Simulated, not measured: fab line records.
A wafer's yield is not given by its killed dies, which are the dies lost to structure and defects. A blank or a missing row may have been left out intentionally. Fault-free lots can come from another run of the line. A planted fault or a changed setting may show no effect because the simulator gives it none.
Struck lot and sound lot, side by side :: flow sky130 :: 14 steps out of a route of 708
Sound: wafers L852.2, L852.3, L852.5. Struck: wafer L868.1 (L868.4, L868.5, from the same lot, were not struck and are left out); the cause is given at the end.
Each step with rows lists, per side, the tool, then ch with its chambers, then its first start. Under that, the readings that differ: sound wafers :: struck wafers :: difference of the means :: sigmas: that difference in standard deviations of wafers without a fault.
alike: a reading whose means differ by less than 2 such deviations, as well as words and numbers matching on both sides. not compared: withheld readings; readings where some wafer has no value; bounds like >300 that might hide an equal value; numbers whose values overlap and for which the record gives no deviation.
Wherever a step has rows on one side only, a row that says differs or no value, or a row with sigmas, the two part there. When numbers do not overlap yet have no deviation, they are printed without sigmas and do not part them. A reading that every wafer of one side lacks parts them only if that side has two wafers or more.

first, 2 steps without rows for these wafers: SKY_VIA4_PEB_09; SKY_VIA4_DEVELOP_10 (develop time 60 s).
SKY_VIA4_OVL_MEAS_11:
  sound on overlay-01, day 43 04:22; struck on overlay-01, day 47 09:43
  alike: VIA4_OVL
SKY_VIA4_ETCH_12: etches SiO2 in C4F8/O2/Ar, stops on TiN, target depth 580 nm.
  sound on rieDiel-04 ch 1,2, day 43 04:23; struck on rieDiel-01 ch 2, day 47 09:45
  alike: chamberPressureMTorr, oesProductAu
SKY_VIA4_STRIP_13: strips in O2/N2.
  sound on plasmaAsher-04 ch 1, day 43 04:28; struck on plasmaAsher-04 ch 0, day 47 09:49
  alike: chamberPressureMTorr, drypumpMotorCurrentA, oesProductAu, stripTimeToEndpointS
  not compared: rfHoursCounterH
then, 3 steps without rows for these wafers: SKY_VIA4_STRIP_14 (strips in post etch residue remover, time 1200 s); SKY_VIA4_CLEAN_15 (cleans in IPA, time 180 s); SKY_VIA4_CLEAN_16 (cleans in O3/DIW).
SKY_VIA4_SPUTTER_17: material TiN, target thk 20 nm, time 80 s.
  sound on pvdSputter-02, day 43 05:04; struck on pvdSputter-03, day 47 10:25
  alike: throttleValvePct
SKY_VIA4_CVD_18: deposits W, target thk 505 nm, time 152.14 s.
  sound on cvdW-01 ch 0,1, day 43 05:07; struck on cvdW-02 ch 0, day 47 10:28
  alike: heaterPowerW, susceptorTempC
SKY_VIA4_RS_MEAS_19: measures by four-point-probe.
  sound on filmMetro-01, day 43 05:17; struck on filmMetro-01, day 47 10:37
  alike: VIA4_W_RS
SKY_VIA4_THK_MEAS_20: measures by xrf.
  sound on filmMetro-01, day 43 05:24; struck on filmMetro-01, day 47 10:44
  alike: VIA4_W_THK
SKY_VIA4_CMP_21: polishes, stops on SiO2, t overpolish 25 s, target thk 0 nm.
  sound on cmp-02 ch 1,2,3, day 43 05:33; struck on cmp-02 ch 1, day 47 10:54
reading: overpolishRunS (s)
sound: 25.005 25.009 25.004
struck: 0.041
difference: -24.965
sigmas: -99 or more

reading: timeToEndpointS (s)
sound: 118 119 121
struck: 189
difference: +70
sigmas: +20
  alike: edgeZonePressureFrac, headPressurePsi, motorCurrentA, retainingRingPressureFrac
SKY_METAL5_SPUTTER_00: material Ti, target thk 15 nm, time 10 s.
  sound wafers here have rows in the record (pvdSputter-01, day 43 05:45); struck ones have none

== WHERE THEY PART ==
At SKY_VIA4_CMP_21 first; at SKY_METAL5_SPUTTER_00 last (within this record only).

WHY: the cause the simulator had injected
cmp-02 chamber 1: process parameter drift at SKY_VIA4_CMP_21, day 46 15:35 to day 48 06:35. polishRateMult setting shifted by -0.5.
